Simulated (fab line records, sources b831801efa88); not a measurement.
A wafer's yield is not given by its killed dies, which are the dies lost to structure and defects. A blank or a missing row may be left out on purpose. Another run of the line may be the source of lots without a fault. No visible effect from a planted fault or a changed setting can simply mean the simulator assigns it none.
A lot that was struck, set against a sound lot / flow gf180mcu / 33 out of 602 route steps
Sound: these wafers, L448.1, L448.4, L448.5. The struck wafers were L437.2, L437.4, L437.5. At the end, the cause is stated.
Each step with rows lists, per side, the tool, then ch with its chambers, then its first start. Under that, the readings that differ: sound wafers / struck wafers / difference of the means / sigmas: that difference in standard deviations of wafers without a fault.
alike: same words and numbers on both sides, and readings whose means sit less than 2 such deviations apart. not compared: any withheld reading, any reading some wafer has no value for, any bound like >300 that may hide the same value, and any number with overlapping values for which the record gives no deviation.
A row with sigmas, a row that says differs or no value, or rows on one side alone: a step with any of these is where the two part. Numbers that don't overlap but have no deviation are shown without sigmas and don't part them. A reading that every wafer of one side lacks parts them only if that side has two wafers or more.

first, 10 steps without rows for these wafers: GF_V1_COAT_09 (resist thk 1000 nm); GF_V1_SOFTBAKE_10 (time 60 s); GF_V1_EXPOSE_11 (exposes mask Via1, target cd 260 nm); GF_V1_PEB_12 (peb time 90 s); GF_V1_DEVELOP_13 (develop time 60 s); GF_V1_ETCH_16 (etches BARC in N2/H2); GF_V1_ETCH_17 (etches SiO2 in C4F8/O2/Ar, stops on TiN, target depth 630 nm); GF_V1_STRIP_18 (strips in O2/N2); GF_V1_STRIP_19 (strips in post etch residue remover, time 1200 s); GF_V1_CLEAN_20 (cleans in DIW).
GF_V1_SPUTTER_21: material Ti, target thk 15 nm, time 80.02 s.
  sound: pvd-sputter-03 at day 26 09:53; struck: pvd-sputter-02 at day 22 12:17
  alike: chamber-pressure-pa, throttle-valve-pct
then, 21 steps without rows for these wafers: GF_V1_SPUTTER_22 (material TiN, target thk 10 nm, time 40 s); GF_V1_CVD_23 (deposits W, target thk 350 nm, time 105.05 s); GF_V1_CMP_26 (polishes, stops on SiO2, t overpolish 15 s, target thk 0 nm); GF_M2_SPUTTER_00 (material Ti, target thk 37.5 nm, time 150 s); GF_M2_SPUTTER_01 (material TiN, target thk 30 nm, time 25 s); GF_M2_SPUTTER_02 (material AlCu, target thk 450 nm, time 23.9 s); GF_M2_SPUTTER_03 (material Ti, target thk 10 nm, time 6.7 s); GF_M2_SPUTTER_04 (material TiN, target thk 50 nm, time 41.7 s); GF_M2_DEHYDRATE_07 (time 60 s); GF_M2_HMDS_08 (prime time 60 s); GF_M2_COAT_09 (resist thk 1000 nm); GF_M2_SOFTBAKE_10 (time 60 s); GF_M2_EXPOSE_11 (exposes mask Metal2, target cd 280 nm); GF_M2_PEB_12 (peb time 90 s); GF_M2_DEVELOP_13 (develop time 60 s); GF_M2_METAL_ETCH_16 (etches the open film in Cl2/BCl3, stops on SiO2, target depth 750.8 nm, time 125.1 s); GF_M2_STRIP_17 (strips in O2/N2); GF_M2_STRIP_18 (strips in post etch residue remover, time 1200 s); GF_M2_CLEAN_19 (cleans in DIW); GF_V2_CVD_00 (deposits SiO2, target thk 600 nm, time 100 s); GF_V2_CVD_02 (deposits SiO2 from TEOS, target thk 850 nm, time 94.851 s).
-- the record jumps here: 10 days lie between the struck wafers' starts before and after (it left off in module V2 and takes up again in module PASSIVATION, whose first step shown is number 602 of the route) --
GF_PASSIVATION_PROBE_99:
  record: rows for the struck wafers here (prober-01, day 32 10:03), none for the sound ones

## WHERE THEY PART
Only at GF_PASSIVATION_PROBE_99, within this record.

WHY: what the simulator had put in
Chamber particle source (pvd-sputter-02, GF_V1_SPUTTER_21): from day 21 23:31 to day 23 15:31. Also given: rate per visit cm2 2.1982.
